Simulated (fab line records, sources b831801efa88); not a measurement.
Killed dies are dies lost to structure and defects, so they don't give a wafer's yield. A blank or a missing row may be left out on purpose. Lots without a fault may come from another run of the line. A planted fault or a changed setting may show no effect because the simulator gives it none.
fab line records | flow sky130
record lots=15 wafers=45 last_day=50
route steps=708 shown CONTACT@423 METAL1@436
lots that met no fault: from a run of the same line without faults
start_h: hours from the record's first day to the start of the lot's first wafer shown | wait_h: hours since the lot's step before | " the same as in the row above | L1.1+2: a row that stands for several wafers | - no value, or no start given | * or withheld: withheld | < > ~ a bound
route shown NAME@n: a module of which the file shows steps, and the number in the route of the first | usual: mean/standard deviation of fault-free wafers | same: alike in all rows | chamber/n: place in a boat | sites: the reading at each site | _std_site: their standard deviation | _edge_site: outer sites' mean less inner sites' | radius_mm: how far each site lies from the wafer's centre | mask NAME#n: copy n | behind: the tool/chamber that last shaped the wafer | hold: why the lot was held/for how many hours/how that ended | device: the transistor (n, p or np) that didn't switch | end of line: the same wafers' tests at the end of the route | a step without rows: its recipe alone | killed: dies lost to structure and defects at the first sort, not the wafer's yield | map: a wafer's dies, x killed, . not, _ none there
set.NAME: the setting as run; set.NAME@STEP: as run at that earlier step | model.NAME: the simulator's own value behind a step, which no gauge read
steps of the route over a sample of lots; a table a step, a row a wafer
services: from which hour (start_h, from the record's first day; less than 0 if before it) a tool's chamber was out of use, for how many hours, and why
## steps
# step SKY_CONTACT_ETCH_17
# recipe target=SiO2 chemistry=C4F8/O2/Ar stop_on=Si3N4 mask_material=KrF-thick source_w=1500 bias_w=1200 pressure_mtorr=40 c4f8_flow_sccm=withheld O2_flow_sccm=6 Ar_flow_sccm=300 time_s=withheld target_depth_a=3400
# usual oes_product_au=0.893/0.0053
# columns lot.wafer tool chamber start_h wait_h oes_product_au
L650.1 rie_diel-02 1 745.52 0.0 0.892
L650.3 " 0 " " 0.891
L650.6 " 1 " " 0.899
L651.2 rie_diel-03 3 747.42 0.0 0.888
L651.5 " 2 " " 0.893
L651.6 " 3 " " 0.884
L652.2 rie_diel-04 3 760.70 0.0 0.893
L652.3 " 1 " " 0.901
L652.4 " 2 " " 0.888
L654.2 rie_diel-03 1 771.07 0.0 0.883
L654.3 " 0 " " 0.893
L654.6 " 1 " " 0.883
L658.2 rie_diel-02 0 805.20 0.0 0.884
L658.3 " 3 " " 0.885
L658.6 " 0 " " 0.888
L659.2 rie_diel-04 1 811.07 0.0 0.889
L659.5 " 1 " " 0.895
L659.6 " 2 " " 0.884
L660.1 rie_diel-04 1 824.12 0.0 0.902
L660.2 " 0 " " 0.904
L660.3 " 3 " " 0.900
L664.1 rie_diel-02 1 851.42 0.0 0.896
L664.2 " 0 " " 0.893
L664.6 " 0 " " 0.896
L666.1 rie_diel-03 3 868.40 0.0 0.890
L666.4 " 1 " " 0.893
L666.5 " 3 " " 0.893
L667.2 rie_diel-04 2 874.26 0.0 0.894
L667.5 " 3 " " 0.900
L667.6 " 0 " " 0.901
L668.1 rie_diel-03 2 883.27 0.0 0.899
L668.3 " 3 " " 0.889
L668.5 " 0 " " 0.897
L669.3 rie_diel-02 0 888.11 0.0 0.896
L669.4 " 3 " " 0.894
L669.6 " 1 " " 0.893
L670.1 rie_diel-04 0 896.05 0.0 0.897
L670.2 " 2 " " 0.897
L670.6 " 3 " " 0.903
L672.1 rie_diel-02 2 912.02 0.0 0.897
L672.4 " 0 " " 0.890
L672.6 " 0 " " 0.893
L673.1 rie_diel-02 1 917.57 0.0 0.896
L673.2 " 3 " " 0.890
L673.6 " 2 " " 0.895
# step SKY_METAL1_SPUTTER_02
# recipe material=AlCu target_thk_nm=250 power_w=10600 time_s=13.3 chamber_pressure_pa=0.4
# usual cathode_dc_power_W=10600/1.9 chamber_pressure_pa=0.4001/0.00073 throttle_valve_pct=30.0/1.1
# columns lot.wafer tool chamber start_h wait_h cathode_dc_power_W chamber_pressure_pa throttle_valve_pct
L650.1 pvd_sputter-02 - 747.12 0.0 10599 0.4005 28.7
L650.3 " - " " 10600 0.3997 29.8
L650.6 " - " " 10604 0.4002 29.1
L651.2 pvd_sputter-01 - 748.83 0.0 10602 0.3997 31.5
L651.5 " - " " 10601 0.3994 28.2
L651.6 " - " " 10596 0.4003 29.4
L652.2 pvd_sputter-01 - 762.09 0.0 10601 0.4006 29.1
L652.3 " - " " 10600 0.4002 31.1
L652.4 " - " " 10599 0.3993 28.1
L654.2 pvd_sputter-04 - 772.49 0.0 10600 0.4000 30.4
L654.3 " - " " 10595 0.4007 30.3
L654.6 " - " " 10598 0.4006 29.4
L658.2 pvd_sputter-01 - 806.98 0.0 10601 0.4009 29.6
L658.3 " - " " 10600 0.3997 31.6
L658.6 " - " " 10600 0.3997 28.1
L659.2 pvd_sputter-04 - 812.59 0.0 10602 0.4002 30.6
L659.5 " - " " 10601 0.4006 31.8
L659.6 " - " " 10600 0.3994 29.1
L660.1 pvd_sputter-04 - 825.61 0.0 10598 0.3999 29.3
L660.2 " - " " 10600 0.3993 32.0
L660.3 " - " " 10598 0.4000 30.3
L664.1 pvd_sputter-02 - 852.89 0.0 10599 0.4001 30.0
L664.2 " - " " 10600 0.4006 29.5
L664.6 " - " " 10600 0.4001 29.4
L666.1 pvd_sputter-02 - 869.87 0.0 10603 0.4008 29.8
L666.4 " - " " 10598 0.3994 31.2
L666.5 " - " " 10599 0.4004 29.6
L667.2 pvd_sputter-02 - 875.65 0.0 10600 0.4010 31.2
L667.5 " - " " 10599 0.3997 29.4
L667.6 " - " " 10601 0.4005 31.3
L668.1 pvd_sputter-04 - 884.69 0.0 10601 0.3999 29.1
L668.3 " - " " 10599 0.4005 29.8
L668.5 " - " " 10599 0.4012 29.3
L669.3 pvd_sputter-01 - 889.49 0.0 10603 0.4007 28.2
L669.4 " - " " 10598 0.3991 29.3
L669.6 " - " " 10601 0.4012 31.6
L670.1 pvd_sputter-04 - 897.45 0.0 10598 0.3998 29.9
L670.2 " - " " 10600 0.3997 31.9
L670.6 " - " " 10601 0.4002 29.8
L672.1 pvd_sputter-01 - 913.40 0.0 10599 0.3994 29.2
L672.4 " - " " 10599 0.3988 29.4
L672.6 " - " " 10601 0.4018 29.1
L673.1 pvd_sputter-01 - 918.96 0.0 10601 0.3995 29.1
L673.2 " - " " 10600 0.3993 31.5
L673.6 " - " " 10600 0.4013 28.3
# step SKY_METAL1_SPUTTER_03
# recipe material=Ti target_thk_nm=5 power_w=3000 time_s=3.3 chamber_pressure_pa=0.4
# usual cathode_dc_power_W=3000.0/0.54 chamber_pressure_pa=0.4000/0.00081 throttle_valve_pct=30.0/1.1
# columns lot.wafer tool chamber start_h wait_h cathode_dc_power_W chamber_pressure_pa throttle_valve_pct
L650.1 pvd_sputter-02 - 747.14 0.0 2999.9 0.4006 29.0
L650.3 " - " " 3000.2 0.3988 29.8
L650.6 " - " " 3000.5 0.4000 29.2
L651.2 pvd_sputter-01 - 748.86 0.0 3000.1 0.4001 31.4
L651.5 " - " " 2999.1 0.4002 28.0
L651.6 " - " " 2999.6 0.4002 29.3
L652.2 pvd_sputter-01 - 762.11 0.0 2999.5 0.3999 29.2
L652.3 " - " " 3000.6 0.4012 31.5
L652.4 " - " " 3000.4 0.4001 28.2
L654.2 pvd_sputter-04 - 772.51 0.0 2999.6 0.3999 30.3
L654.3 " - " " 3000.0 0.4008 29.9
L654.6 " - " " 3001.0 0.3998 29.1
L658.2 pvd_sputter-01 - 807.00 0.0 - - -
L658.3 " - " " - - -
L658.6 " - " " - - -
L659.2 pvd_sputter-04 - 812.61 0.0 - - -
L659.5 " - " " - - -
L659.6 " - " " - - -
L660.1 pvd_sputter-04 - 825.63 0.0 - - -
L660.2 " - " " - - -
L660.3 " - " " - - -
L664.1 pvd_sputter-02 - 852.91 0.0 2999.7 0.4011 30.1
L664.2 " - " " 2999.1 0.3994 29.5
L664.6 " - " " 3000.2 0.3996 29.6
L666.1 pvd_sputter-02 - 869.89 0.0 3000.0 0.4006 29.8
L666.4 " - " " 3000.0 0.4007 31.0
L666.5 " - " " 3000.1 0.3962 30.0
L667.2 pvd_sputter-02 - 875.67 0.0 3000.4 0.4001 31.2
L667.5 " - " " 3000.0 0.4005 29.6
L667.6 " - " " 3000.0 0.4000 31.4
L668.1 pvd_sputter-04 - 884.71 0.0 2999.9 0.4006 29.3
L668.3 " - " " 3000.3 0.3996 30.0
L668.5 " - " " 3000.9 0.4010 29.1
L669.3 pvd_sputter-01 - 889.52 0.0 3000.3 0.3999 28.0
L669.4 " - " " 2999.0 0.3997 29.6
L669.6 " - " " 2999.5 0.4009 31.4
L670.1 pvd_sputter-04 - 897.47 0.0 3000.3 0.4007 30.0
L670.2 " - " " 2999.5 0.4009 32.0
L670.6 " - " " 3000.9 0.4006 29.9
L672.1 pvd_sputter-01 - 913.42 0.0 3000.4 0.3998 29.2
L672.4 " - " " 2999.3 0.3997 29.4
L672.6 " - " " 3000.5 0.4004 29.3
L673.1 pvd_sputter-01 - 918.98 0.0 2999.8 0.3996 29.4
L673.2 " - " " 3000.1 0.4009 31.6
L673.6 " - " " 3000.7 0.3999 28.4
# step SKY_METAL1_SPUTTER_04
# recipe material=TiN target_thk_nm=70 power_w=6500 time_s=58.3 chamber_pressure_pa=0.4
# usual cathode_dc_power_W=6500.0/1.2 chamber_pressure_pa=0.3999/0.00073 throttle_valve_pct=30.0/1.1
# columns lot.wafer tool chamber start_h wait_h cathode_dc_power_W chamber_pressure_pa throttle_valve_pct
L650.1 pvd_sputter-02 - 747.16 0.0 6499.2 0.4000 29.1
L650.3 " - " " 6502.4 0.4005 29.7
L650.6 " - " " 6499.8 0.3999 28.9
L651.2 pvd_sputter-01 - 748.88 0.0 6499.4 0.4010 31.4
L651.5 " - " " 6501.3 0.3992 28.0
L651.6 " - " " 6499.5 0.3993 29.3
L652.2 pvd_sputter-01 - 762.13 0.0 6499.5 0.3999 29.4
L652.3 " - " " 6500.2 0.3991 31.7
L652.4 " - " " 6500.5 0.4009 28.2
L654.2 pvd_sputter-04 - 772.53 0.0 6501.1 0.4010 30.3
L654.3 " - " " 6499.5 0.3992 30.1
L654.6 " - " " 6499.8 0.3986 29.1
L658.2 pvd_sputter-01 - 807.02 0.0 6501.0 0.3999 29.3
L658.3 " - " " 6499.2 0.3987 31.8
L658.6 " - " " 6499.3 0.3991 28.2
L659.2 pvd_sputter-04 - 812.63 0.0 6498.0 0.4007 30.1
L659.5 " - " " 6499.4 0.3998 31.8
L659.6 " - " " 6500.5 0.3993 29.2
L660.1 pvd_sputter-04 - 825.65 0.0 6500.8 0.3996 29.2
L660.2 " - " " 6497.0 0.3990 32.0
L660.3 " - " " 6499.3 0.4000 30.0
L664.1 pvd_sputter-02 - 852.93 0.0 6500.3 0.4012 29.7
L664.2 " - " " 6500.2 0.4001 29.4
L664.6 " - " " 6501.5 0.3988 29.3
L666.1 pvd_sputter-02 - 869.91 0.0 6500.1 0.3999 29.5
L666.4 " - " " 6500.3 0.3994 31.4
L666.5 " - " " 6499.9 0.4001 29.7
L667.2 pvd_sputter-02 - 875.69 0.0 6499.5 0.4010 31.2
L667.5 " - " " 6497.1 0.3999 29.4
L667.6 " - " " 6500.2 0.3997 31.3
L668.1 pvd_sputter-04 - 884.73 0.0 6497.4 0.4001 29.4
L668.3 " - " " 6500.9 0.4010 29.6
L668.5 " - " " 6500.5 0.4011 29.0
L669.3 pvd_sputter-01 - 889.54 0.0 6498.8 0.3999 28.0
L669.4 " - " " 6500.9 0.3996 29.2
L669.6 " - " " 6497.8 0.4002 31.5
L670.1 pvd_sputter-04 - 897.49 0.0 6499.7 0.4015 30.0
L670.2 " - " " 6499.1 0.4011 31.9
L670.6 " - " " 6499.8 0.4010 30.0
L672.1 pvd_sputter-01 - 913.44 0.0 6500.5 0.3994 29.2
L672.4 " - " " 6499.3 0.3987 29.4
L672.6 " - " " 6500.5 0.3996 29.2
L673.1 pvd_sputter-01 - 919.00 0.0 6501.1 0.4007 29.4
L673.2 " - " " 6498.8 0.3992 31.5
L673.6 " - " " 6499.0 0.4006 28.5
## services
# columns tool chamber start_h hours kind
pvd_sputter-02 - 736.23 1.5 repair
rie_diel-02 0 747.48 1.2 repair
rie_diel-02 0 748.67 - clean
rie_diel-02 0 748.67 20.4 scheduled_down
rie_diel-02 0 748.67 20.4 vent_cycle
rie_diel-04 0 769.87 8.3 repair
rie_diel-04 3 778.16 - clean
rie_diel-04 3 778.16 17.9 scheduled_down
rie_diel-04 3 778.16 17.9 vent_cycle
rie_diel-02 1 793.00 8.3 repair
rie_diel-03 2 794.21 2.4 repair
rie_diel-02 2 843.41 25.8 repair
rie_diel-02 3 848.97 8.6 repair
pvd_sputter-04 - 850.48 5.6 repair
rie_diel-02 3 869.19 - clean
rie_diel-02 3 869.19 17.7 scheduled_down
rie_diel-02 3 869.19 17.7 vent_cycle
pvd_sputter-01 - 871.98 6.8 repair
pvd_sputter-02 - 900.91 10.6 repair
## key
first_sign step=SKY_METAL1_SPUTTER_03 reading=tool_record direction=missing
effect none on later readings
met_at SKY_METAL1_SPUTTER_03
struck_lots L658,L659,L660
later_rows_left_out L658.2,L658.3,L658.6,L659.2,L659.5,L659.6,L660.1,L660.2,L660.3
sort_left_out L658.2,L658.3,L658.6,L659.2,L659.5,L659.6,L660.1,L660.2,L660.3
not_acting_at SKY_CONTACT_ETCH_17,SKY_METAL1_SPUTTER_02,SKY_METAL1_SPUTTER_04
onset_between 772.51 807.00
fault kind=skipped_step_whole tool=pvd_sputter-01,pvd_sputter-04 chamber=- onset_h=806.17 steps=SKY_METAL1_SPUTTER_03 scope=struck_lots_only
# sort_left_out: the simulated sort isn't trusted on such a fault, so these wafers' sort isn't shown, and their yield isn't known
# later_rows_left_out: the simulator's readings of these wafers behind a module that went badly wrong aren't trusted and aren't shown, but for the sort
